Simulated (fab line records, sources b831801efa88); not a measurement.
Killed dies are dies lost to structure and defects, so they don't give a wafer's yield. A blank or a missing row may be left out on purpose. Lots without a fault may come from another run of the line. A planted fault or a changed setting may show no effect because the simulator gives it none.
One fault seen from 2 desks | flow gf180mcu | each desk has only its own numbers; what lay behind them comes last

THE METROLOGY DESK
What the gauges read, lot by lot, whatever tool the lot ran on: means of the sampled wafers that have a number. A lot is out of limits, marked OUT, if its mean lies more than 4 standard deviations from the usual mean; the brackets give that distance.
Columns: A = STI_OXIDATION_02_THK at GF_STI_THK_MEAS_30, usual 10.08 nm; B = HV_LDD_OVL at GF_HV_LDD_OVL_MEAS_08, usual -0.3 nm; C = HV_LDD_03_OVL at GF_HV_LDD_OVL_MEAS_47, usual -0.9 nm; D = cd_nm at GF_SAB_CD_MEAS_09, usual 420.0 nm
lot  | first seen here | A               | B    | C    | D
L394 | day 2 11:10     | 10.10           | -2.5 | -1.2 | 420.2
L395 | day 2 16:10     | 10.25           | -0.7 | -0.6 | 420.7
L396 | day 2 23:03     | 10.35           | 0.5  | 0.6  | 421.2
L397 | day 3 02:40     | 13.84 (+25) OUT | -0.2 | 0.6  | 416.9
L398 | day 3 07:54     | 13.59 (+23) OUT | -0.5 | -0.8 | 421.4
L399 | day 3 12:29     | 10.04           | -0.7 | 0.6  | 421.6
L400 | day 3 20:03     | 10.14           | 0.3  | -0.3 | 419.1
L406 | day 5 01:55     | 10.37           | 0.6  | -2.5 | 422.6
L411 | day 6 03:59     | 9.85            | -0.6 | -1.4 | 419.3
L412 | day 6 07:55     | 10.11           | -2.4 | -2.9 | 420.9
L413 | day 6 13:06     | 9.95            | -0.6 | 0.3  | 416.0
L414 | day 7 05:17     | 10.18           | -0.2 | -0.6 | 418.0
L416 | day 7 09:55     | 10.12           | 0.1  | -0.2 | 421.5
This desk's finding: out of limits on L397, L398; first on L397, day 3 02:40 (STI_OXIDATION_02_THK at GF_STI_THK_MEAS_30). In limits: L394, L395, L396, L399, L400, L406, L411, L412, L413, L414, L416.

THE TOOL OWNER'S DESK: furnace-02
The tool's own readings at GF_STI_OXIDATION_29 (stabilise 600 s, purge 300 s, target thk 10 nm): means of the sampled wafers that have a number, for each lot that ran on this tool. A lot is out of limits, marked OUT, if its mean lies more than 4 standard deviations from the usual mean; the brackets give that distance. Of its 8 readings 7 are shown: the one that was out of limits first, and those that lie furthest out on some lot.
Columns: A = spike_tc_bottom_C at GF_STI_OXIDATION_29, usual 915.6 C; B = spike_tc_centre_C at GF_STI_OXIDATION_29, usual 899.3 C; C = spike_tc_lower_C at GF_STI_OXIDATION_29, usual 900.6 C; D = spike_tc_top_C at GF_STI_OXIDATION_29, usual 911.6 C; E = spike_tc_upper_C at GF_STI_OXIDATION_29, usual 899.9 C; F = zone_power_lower_pct at GF_STI_OXIDATION_29, usual 16.0 %; G = zone_power_upper_pct at GF_STI_OXIDATION_29, usual 18.07 %
lot  | first seen here | A               | B               | C               | D               | E               | F    | G
L394 | day 2 09:45     | 914.3           | 900.4           | 901.2           | 913.8           | 900.6           | 16.3 | 18.28
L396 | day 2 21:39     | 915.0           | 900.7           | 901.3           | 913.6           | 899.4           | 16.5 | 18.02
L397 | day 3 01:16     | 944.7 (+24) OUT | 929.2 (+21) OUT | 931.1 (+31) OUT | 943.9 (+11) OUT | 930.6 (+28) OUT | 17.9 | 19.49 (+7.9) OUT
L398 | day 3 06:31     | 944.1 (+24) OUT | 930.4 (+22) OUT | 930.7 (+31) OUT | 943.2 (+11) OUT | 930.3 (+28) OUT | 17.8 | 19.51 (+8.0) OUT
L412 | day 6 06:30     | 915.2           | 900.8           | 899.6           | 912.9           | 900.4           | 16.6 | 18.14
L413 | day 6 11:41     | 915.4           | 899.7           | 900.5           | 914.4           | 899.4           | 16.4 | 18.05
L416 | day 7 08:31     | 915.1           | 900.7           | 900.9           | 914.1           | 901.0           | 16.4 | 18.01
This desk's finding: out of limits on L397, L398; first on L397, day 3 01:16 (spike_tc_bottom_C at GF_STI_OXIDATION_29). In limits: L394, L396, L412, L413, L416.

PUT TOGETHER
The tool owner's desk could have raised an alarm at day 3 01:16, on L397, L398.
The metrology desk could have raised an alarm at day 3 02:40, on L397, L398.
Of the lots named, all ran GF_STI_OXIDATION_29 on furnace-02.

WHAT THE SIMULATOR HAD PUT IN
Process parameter drift: furnace-02, from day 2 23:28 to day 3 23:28, at GF_STI_OXIDATION_29. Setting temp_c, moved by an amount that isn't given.
Lots struck among those shown: L397, L398.
Hours from the fault's start to each desk's first reading out of limits: the tool owner's desk, 2; the metrology desk, 3.
